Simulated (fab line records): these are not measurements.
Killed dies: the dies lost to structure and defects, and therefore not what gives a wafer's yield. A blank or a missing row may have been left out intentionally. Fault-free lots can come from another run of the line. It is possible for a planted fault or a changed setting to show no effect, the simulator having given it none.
What tool caused it? -- flow gf180mcu -- 36 wafers from 12 lots sampled at 3 of the route's 602 steps

== WHAT THE GAUGES READ, wafer by wafer ==
GF_M2_RS_MEAS_05: uses a four-point probe to measure.
lot,measured,on,M2_ALCU_RS (ohm/sq)
L075,day 18 12:44,film_metro-02,0.0703 0.0689 0.0684
L077,day 19 08:35,film_metro-02,0.0699 0.0686 0.0694
L079,day 20 07:40,film_metro-04,0.0692 0.0710 0.0698
L081,day 20 22:48,film_metro-01,0.0686 0.0688 0.0684
L083,day 22 05:50,film_metro-01,0.0682 0.0695 0.0697
L085,day 22 15:11,film_metro-01,0.0681 0.0686 0.0683
L087,day 23 11:37,film_metro-01,0.0673 0.0667 0.0664
L089,day 23 23:16,film_metro-02,0.0691 0.0695 0.0688
L091,day 24 16:05,film_metro-01,0.0685 0.0697 0.0698
L093,day 25 08:27,film_metro-01,0.0677 0.0697 0.0677
L095,day 25 17:44,film_metro-01,0.0699 0.0704 0.0697
L097,day 26 14:11,film_metro-04,0.0711 0.0706 0.0709

== TOOL THAT RAN EACH LOT (tool first, then ch and the chambers of the sampled wafers, then the start) ==
lot,GF_DUAL_GATE_STRIP_13,GF_M1_SPUTTER_03
L075,"plasma_asher-01 ch 0,1, day 8 14:04","pvd_sputter-02, day 16 11:07"
L077,"plasma_asher-02 ch 0,1, day 9 04:25","pvd_sputter-02, day 17 05:49"
L079,"plasma_asher-04 ch 0,1, day 9 20:41","pvd_sputter-02, day 18 03:40"
L081,"plasma_asher-01 ch 0,1, day 10 09:52","pvd_sputter-04, day 18 18:58"
L083,"plasma_asher-01 ch 0,1, day 11 08:59","pvd_sputter-01, day 20 02:44"
L085,"plasma_asher-02 ch 0,1, day 11 13:14","pvd_sputter-04, day 20 11:58"
L087,"plasma_asher-04 ch 0,1, day 12 08:58","pvd_sputter-01, day 21 09:04"
L089,"plasma_asher-02 ch 0,1, day 12 21:01","pvd_sputter-04, day 21 22:56"
L091,"plasma_asher-02 ch 0,1, day 13 10:36","pvd_sputter-04, day 22 14:07"
L093,"plasma_asher-01 ch 0,1, day 13 22:35","pvd_sputter-04, day 23 08:05"
L095,"plasma_asher-04 ch 0,1, day 14 11:55","pvd_sputter-04, day 23 17:47"
L097,"plasma_asher-01 ch 0,1, day 15 04:55","pvd_sputter-02, day 24 15:23"
- GF_DUAL_GATE_STRIP_13: strips in O2/N2.
- GF_M1_SPUTTER_03: material Ti, target thk 10 nm, time 6.7 s.

== THE ANSWER, worked out from the rows above alone ==
Rule: what is usual is taken from the lots themselves. Put in order of their means at a reading, lots are off if they are a third of the lots or fewer, leave a main group of 4 or more, and stand apart from it by a gap of 3 or more times the standard deviation of the main group's means; of several such gaps the widest counts. If all means in a main group match to the digits the tables above print for the reading, that group is not used. A lot without any number at a reading at which 4 lots or more have one is off too. Any other lot the step has rows for is counted as sound.
No lot is off at any reading shown: from this, nothing can be told.

== WHAT THE SIMULATOR HAD INSERTED ==
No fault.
